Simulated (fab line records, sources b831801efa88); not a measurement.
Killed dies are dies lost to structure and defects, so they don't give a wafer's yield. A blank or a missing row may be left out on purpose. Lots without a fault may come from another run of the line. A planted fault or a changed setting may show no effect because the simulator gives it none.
Problem report in the 8D (eight disciplines) form, filled by code | flow gf180mcu | the parts of the form that need people (team, actions taken, sign-off) are left out

1. THE PROBLEM
chamber_pressure_pa at GF_CONTACT_SPUTTER_22 reads a mean of 3.782 Pa on 1 wafer of 1 lot; wafers without a fault read 5.001 Pa with a standard deviation of 0.0098. That is -99 or more standard deviations from the usual mean.
The step: material Ti, target thk 15 nm, time 80.02 s.
First seen on wafer L177.3, day 19 16:43, on pvd_sputter-02. The record holds 15 wafers of 5 lots with a number at this step. Rule for "out", or "out of limits": more than 4 standard deviations from the usual mean. The other wafers with a number count as sound.

2. WHAT IT IS AND WHAT IT IS NOT
question                    | is                                      | is not
which readings at this step | chamber_pressure_pa, throttle_valve_pct | -
which lots                  | L177                                    | L170, L187, L189, L190
which wafers of those lots  | L177.3                                  | L177.1, L177.4
read on which tools         | pvd_sputter-02                          | pvd_sputter-03
when                        | from day 19 16:43                       | up to then (5 sound wafers); but 9 sound wafers of L187, L189, L190 came after

3. SUSPECTS, AND WHAT RULES EACH OUT
Counting: a tool at a process step up to the reading stays a suspect if it ran every lot that is out. Sound lots after the first of them don't rule it out here, since some wafers of a struck lot are sound.
- rie_diel-02 at GF_CONTACT_ETCH_16 (etches BARC in N2/H2): kept. It ran the lot that is out, L177 (day 19 16:16); its last sound lot up to then is L170 (day 17 11:38).
- rie_diel-02 at GF_CONTACT_ETCH_17 (etches SiO2 in C4F8/O2/Ar, stops on CoSi2, target depth 860 nm): kept. It ran the lot that is out, L177 (day 19 16:26); its last sound lot up to then is L170 (day 17 11:50). GF_CONTACT_ETCH_17 gives no start for some lots, so the hours and the order of its lots are those of GF_CONTACT_STRIP_18.
- plasma_asher-03 at GF_CONTACT_STRIP_18 (strips in O2/N2): kept. It ran the lot that is out, L177 (day 19 16:26).
- pvd_sputter-02 at GF_CONTACT_SPUTTER_22 (material Ti, target thk 15 nm, time 80.02 s): kept. It ran the lot that is out, L177 (day 19 16:43); its last sound lot up to then is L170 (day 17 12:06). Its own readings are out on those wafers: chamber_pressure_pa, throttle_valve_pct.
- Within rie_diel-02 at GF_CONTACT_ETCH_16: the wafers that are out ran in chamber 1; their sound lot-mates ran in chambers 0, 2.
- Within rie_diel-02 at GF_CONTACT_ETCH_17: the wafers that are out ran in chamber 1; their sound lot-mates ran in chambers 0, 2.
Left after counting: rie_diel-02 at GF_CONTACT_ETCH_16, rie_diel-02 at GF_CONTACT_ETCH_17, plasma_asher-03 at GF_CONTACT_STRIP_18, pvd_sputter-02 at GF_CONTACT_SPUTTER_22.

4. THE CAUSE (what the simulator had put in)
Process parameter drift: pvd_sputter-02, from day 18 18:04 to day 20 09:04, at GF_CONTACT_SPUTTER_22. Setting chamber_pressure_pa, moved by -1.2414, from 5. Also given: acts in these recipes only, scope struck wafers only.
Counting left 4 suspects, and this tool is among them.

5. THE CHAIN OF EFFECTS, in route order
Each row: a reading whose mean over the struck wafers that have a number lies more than 3 standard deviations from the usual. Only readings for which the record gives a usual standard deviation are gone through. hours: the time from each lot's start at the first step in this table that gives one to its start at this step, as a median over the lots. sigmas: the change in usual standard deviations.
hours | step                  | reading             | usual    | on struck wafers | change | sigmas
0     | GF_CONTACT_SPUTTER_22 | chamber_pressure_pa | 5.001 Pa | 3.782            | -1.219 | -99 or more
0     | GF_CONTACT_SPUTTER_22 | throttle_valve_pct  | 30.2 %   | 34.7             | +4.5   | +4.5
The process steps in it:
- GF_CONTACT_SPUTTER_22: material Ti, target thk 15 nm, time 80.02 s.

6. WHAT WOULD HAVE CAUGHT IT SOONER
In this record the first reading out of limits was taken at day 19 16:43, 23 hours after the fault began at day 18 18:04.
